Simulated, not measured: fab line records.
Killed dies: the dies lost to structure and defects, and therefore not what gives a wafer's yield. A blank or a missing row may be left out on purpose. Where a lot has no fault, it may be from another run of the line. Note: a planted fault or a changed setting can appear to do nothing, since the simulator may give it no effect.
Code-filled problem report in 8D (eight disciplines) form :: flow gf180mcu :: the parts of the form that need people (team, actions taken, sign-off) are left out

1. PROBLEM STATEMENT
spin speed rpm at GF_TOP_METAL_COAT_09 reads a mean of 3036.8 rpm on 6 wafers of 2 lots; wafers without a fault read 2999.7 rpm with a standard deviation of 2.5. Measured from the usual mean, that is +15 standard deviations.
The step: resist thk 1500 nm.
Seen first at day 33 00:18 on litho track-03, wafer L802.1. The record holds 39 wafers of 13 lots with a number at this step. By rule, "out" or "out of limits" means more than 4 standard deviations away from the usual mean. Any other wafer with a number is counted as sound.

2. WHAT IT IS; WHAT IT IS NOT
question: which readings at this step
is: spin speed rpm
is not: -

question: which lots
is: L802, L803
is not: L783, L785, L786, L787, L789, L791, L792, L793, L795, L805, L806

question: which wafers of those lots
is: all that have a number
is not: -

question: read on which tools
is: litho track-03
is not: litho track-02, litho track-04

question: when
is: from day 33 00:18
is not: up to then (27 sound wafers); but 6 sound wafers of L805, L806 came after

3. THE SUSPECTS, EACH WITH WHAT RULES IT OUT
Counting: a tool at a process step up to the reading stays a suspect if it ran every lot that is out and no sound lot after the first of them.
- plasma asher-03 at GF_V5_STRIP_18 (strips in O2/N2): kept. All lots that are out passed through it, beginning with L802 at day 32 15:23, and no sound lot followed; its final sound lot before that point was L791 at day 29 20:27.
- litho track-03 at GF_TOP_METAL_COAT_09 (resist thk 1500 nm): kept. All lots that are out passed through it, beginning with L802 at day 33 00:18, and no sound lot followed; its final sound lot before that point was L795 at day 31 10:30. On those wafers its own readings are out: spin speed rpm.
Left after counting: plasma asher-03 at GF_V5_STRIP_18, litho track-03 at GF_TOP_METAL_COAT_09.

4. THE CAUSE (what the simulator had put in)
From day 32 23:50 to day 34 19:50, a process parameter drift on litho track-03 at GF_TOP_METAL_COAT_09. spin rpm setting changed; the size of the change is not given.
This tool is one of the 2 suspects left after counting.

5. SEQUENCE OF EFFECTS, ordered by route
Each row: a reading whose mean over the struck wafers that have a number lies more than 3 standard deviations from the usual. Readings are gone through only where the record gives a usual standard deviation; hours: the median, over the lots, of the time from a lot's start at the first step in this table giving one to that lot's start at this step; sigmas: the change measured in usual standard deviations.
hours: 0
step: GF_TOP_METAL_COAT_09
reading: spin speed rpm
usual: 2999.7 rpm
on struck wafers: 3036.8
change: +37.1
sigmas: +15
Here are the process steps it includes:
- GF_TOP_METAL_COAT_09: resist thk 1500 nm.

6. WHAT WOULD HAVE CAUGHT IT SOONER
The fault began at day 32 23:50; the first out-of-limits reading in this record came at day 33 00:18, 0 hours later.
